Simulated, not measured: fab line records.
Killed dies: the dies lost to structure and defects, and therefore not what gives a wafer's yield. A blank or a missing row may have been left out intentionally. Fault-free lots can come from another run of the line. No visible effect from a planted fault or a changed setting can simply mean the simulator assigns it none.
Chamber matching -- flow gf180mcu -- GF_CONTACT_CMP_27 on cmp-02 has 4 sister chambers
The step polishes, stops on SiO2, t overpolish 15 s, target thk 0 nm. 4 wafers are shown with their chamber, then 8 later ones without.

WAFERS WITH THEIR CHAMBER
wafer,chamber,motor-current-A (A)
L681.2,2,9.1
L693.2,0,9.7
L693.3,3,9.9
L699.4,1,10.1

WAFERS MISSING THEIR CHAMBER
wafer,motor-current-A (A)
L699.5,10.1
L699.6,9.2
L701.4,10.3
L701.5,8.9
L701.6,10.6
L702.4,9.2
L702.5,9.3
L702.6,10.2

EACH ONE'S CHAMBER
wafer,from the rows above,in truth
L699.5,can't be placed: 1 or 3 or 0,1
L699.6,can't be placed: 2 or 0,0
L701.4,can't be placed: 1 or 3 or 0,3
L701.5,2,2
L701.6,can't be placed: 1 or 3 or 0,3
L702.4,can't be placed: 2 or 0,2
L702.5,can't be placed: 2 or 0 or 3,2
L702.6,can't be placed: 1 or 3 or 0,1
Correctly placed: 1 of 8. Not placeable from these rows: 7 (in 7, the candidates include the true chamber). Number placed wrongly: 0.
How it was worked out, from the rows above alone: a wafer's distance from a chamber is the root of the sum, over the readings, of the square of ((its reading less the chamber's mean) divided by the reading's scatter). If the next closest chamber is less than 2 further off than the closest, the wafer can't be placed; otherwise it belongs to the closest. For every chamber, the mean is computed from those of its wafers that are shown. The scatter (one wafer shown for each chamber): square how far every hidden wafer sits from the nearest shown wafer, average those squares and take the square root.
